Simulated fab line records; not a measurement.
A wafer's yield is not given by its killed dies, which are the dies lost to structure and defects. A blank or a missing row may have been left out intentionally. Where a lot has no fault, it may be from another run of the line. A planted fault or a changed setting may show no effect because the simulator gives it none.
Which tool is to blame? -- flow sky130 -- 13 lots with 39 wafers sampled at 4 steps, on a route of 708 steps

== WHAT THE GAUGES SHOWED, per wafer ==
SKY_SONOS_ONO_THK_MEAS_05. Usual: SONOS_ONO_CVD_04_THK 5.68 nm, standard deviation 0.13.
lot,measured,on,SONOS_ONO_CVD_04_THK (nm),flag
L398,day 12 04:25,filmMetro-04,5.77 5.79 5.76,
L400,day 12 08:38,filmMetro-01,5.72 5.83 5.85,
L401,day 12 08:38,filmMetro-03,5.52 5.52 5.56,
L403,day 13 01:47,filmMetro-04,5.65 5.61 5.68,
L405,day 14 01:34,filmMetro-04,5.57 5.54 5.45,
L407,day 15 02:07,filmMetro-03,5.74 5.83 5.70,
L408,day 15 02:07,filmMetro-04,5.82 5.72 5.75,
L409,day 15 12:55,filmMetro-04,5.87 5.92 5.91,
L410,day 15 19:50,filmMetro-04,5.54 5.58 5.70,
L413,day 16 10:51,filmMetro-03,5.87 5.89 5.82,
L418,day 18 05:13,filmMetro-03,5.82 5.71 5.86,
L420,day 18 23:49,filmMetro-04,5.50 5.57 5.55,
L421,day 19 04:19,filmMetro-04,5.61 5.48 5.49,

SKY_POLY_GATE_OVL_MEAS_14. Usual: POLY_GATE_OVL -1 nm, standard deviation 4.8.
lot,measured,on,POLY_GATE_OVL (nm),flag
L398,day 16 22:39,overlay-02,3 -5 -6,
L400,day 17 02:17,overlay-01,-13 -6 -10,
L401,day 17 05:37,overlay-01,0 1 2,
L403,day 17 23:31,overlay-02,-9 7 -1,
L405,day 19 03:40,overlay-01,3 -3 0,
L407,day 20 09:29,overlay-02,-2 2 -7,
L408,day 20 08:08,overlay-02,4 0 2,
L409,day 20 19:01,overlay-01,-3 -2 0,
L410,day 21 01:34,overlay-01,-7 -6 0,
L413,day 21 21:17,overlay-02,-9 -7 -3,
L418,day 23 13:02,overlay-02,-4 -5 -3,
L420,day 24 10:14,overlay-02,11 9 4,
L421,day 24 15:55,overlay-02,-1 -3 0,

SKY_LDD_N_TW_MEAS_17. Usual: LDD_N_TW 2580, standard deviation 12.
lot,measured,on,LDD_N_TW,flag
L398,day 18 07:16,filmMetro-03,2593 2601 2593,
L400,day 18 11:35,filmMetro-04,2585 2574 2579,
L401,day 18 14:08,filmMetro-03,2601 2575 2574,
L403,day 19 08:40,filmMetro-04,2579 2577 2586,
L405,day 20 14:59,filmMetro-03,2600 2577 2591,
L407,day 21 19:37,filmMetro-04,2558 2562 2562,
L408,day 21 18:50,filmMetro-04,2573 2564 2575,
L409,day 22 04:58,filmMetro-01,2582 2586 2573,
L410,day 22 11:14,filmMetro-04,2593 2596 2592,
L413,day 23 06:08,filmMetro-03,2584 2584 2600,
L418,day 24 22:32,filmMetro-01,2590 2579 2586,
L420,day 25 18:58,filmMetro-01,2584 2578 2572,
L421,day 26 00:34,filmMetro-01,2561 2563 2582,

== TOOL THAT RAN EACH LOT (tool first, then ch and the chambers of the sampled wafers, then the start) ==
lot,SKY_FIELD_ISO_ETCH_14
L398,"rieDiel-02 ch 0,2, day 2 12:17"
L400,"rieDiel-04 ch 0,1,3, day 2 18:04"
L401,"rieDiel-02 ch 1,2,3, day 2 20:08"
L403,"rieDiel-03 ch 0,2, day 3 06:25"
L405,"rieDiel-04 ch 0,3, day 3 16:39"
L407,"rieDiel-03 ch 0,2, day 4 04:26"
L408,"rieDiel-02 ch 1,3, day 4 07:38"
L409,"rieDiel-04 ch 0,1,3, day 4 17:11"
L410,"rieDiel-02 ch 0,1,2, day 4 18:29"
L413,"rieDiel-03 ch 0,3, day 5 09:28"
L418,"rieDiel-04 ch 1,2, day 6 12:52"
L420,"rieDiel-04 ch 1,2, day 6 22:53"
L421,"rieDiel-02 ch 0,2,3, day 7 06:36"
- SKY_FIELD_ISO_ETCH_14: etches BARC in N2/H2, stops on SiO2, time 45.9 s, target depth 60 nm.

== WHAT THE TOOLS THEMSELVES READ (means of the sampled wafers that have a number; where no wafer has one, the mark that the record gives instead) ==
SKY_FIELD_ISO_ETCH_14. Usual: biasW 100.0 W, standard deviation 0.32; drypumpMotorCurrentA 5.7 A, standard deviation 0.42; oesProductAu 0.854 a.u., standard deviation 0.0045; throttleValvePct 13.224 %, standard deviation 0.009.
lot,tool,biasW (W),drypumpMotorCurrentA (A),oesProductAu (a.u.),throttleValvePct (%),flag
L398,rieDiel-02,100.1,5.9,0.855,13.225,
L400,rieDiel-04,99.6,5.9,0.859,13.226,
L401,rieDiel-02,100.1,6.1,0.852,13.225,
L403,rieDiel-03,99.8,5.3,0.851,13.222,
L405,rieDiel-04,100.0,6.3,0.852,13.226,
L407,rieDiel-03,100.2,5.5,0.854,13.221,
L408,rieDiel-02,100.2,6.1,0.850,13.225,
L409,rieDiel-04,100.0,5.9,0.851,13.224,
L410,rieDiel-02,100.2,6.0,0.856,13.232,
L413,rieDiel-03,100.0,5.5,0.855,13.227,
L418,rieDiel-04,83.5,5.5,0.854,13.234,OFF
L420,rieDiel-04,91.9,5.6,0.852,13.225,OFF
L421,rieDiel-02,99.6,5.9,0.854,13.232,

== THE ANSWER, worked out from the rows above alone ==
Rule: lot off if the mean of its wafers having a number is beyond 3 standard deviations from the usual mean. Also off: a lot with no number at a reading for which 4 or more lots have one. All remaining lots with rows at the step are treated as sound. Order of review: gauges by route order, followed by the tools' own readings, for which a lot's mean as printed above is used. The first step at which some lot is off is used, and at that step the reading that is off furthest; a lot without a number counts as furthest.
Off: L418, L420 (SKY_FIELD_ISO_ETCH_14, biasW).
If a tool, at that step or one of the process steps before it, ran each lot that is off and ran no sound lot following the first of them, it fits. One fits: rieDiel-04 at SKY_FIELD_ISO_ETCH_14. Its last sound lot is L409 (day 4 17:11), its first lot that is off L418 (day 6 12:52): a fault that began between those two fits.
The tool's own readings at SKY_FIELD_ISO_ETCH_14 bear it out: on the lots that are off they differ by more than 5 times the standard deviation of the sound lots' means. biasW reads 87.7 W there against 100.0 W on the sound lots.

== WHAT WAS PUT IN BY THE SIMULATOR ==
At SKY_FIELD_ISO_ETCH_14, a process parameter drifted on rieDiel-04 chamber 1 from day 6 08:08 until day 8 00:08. The setting biasW was moved by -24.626, starting from 100. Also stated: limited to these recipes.
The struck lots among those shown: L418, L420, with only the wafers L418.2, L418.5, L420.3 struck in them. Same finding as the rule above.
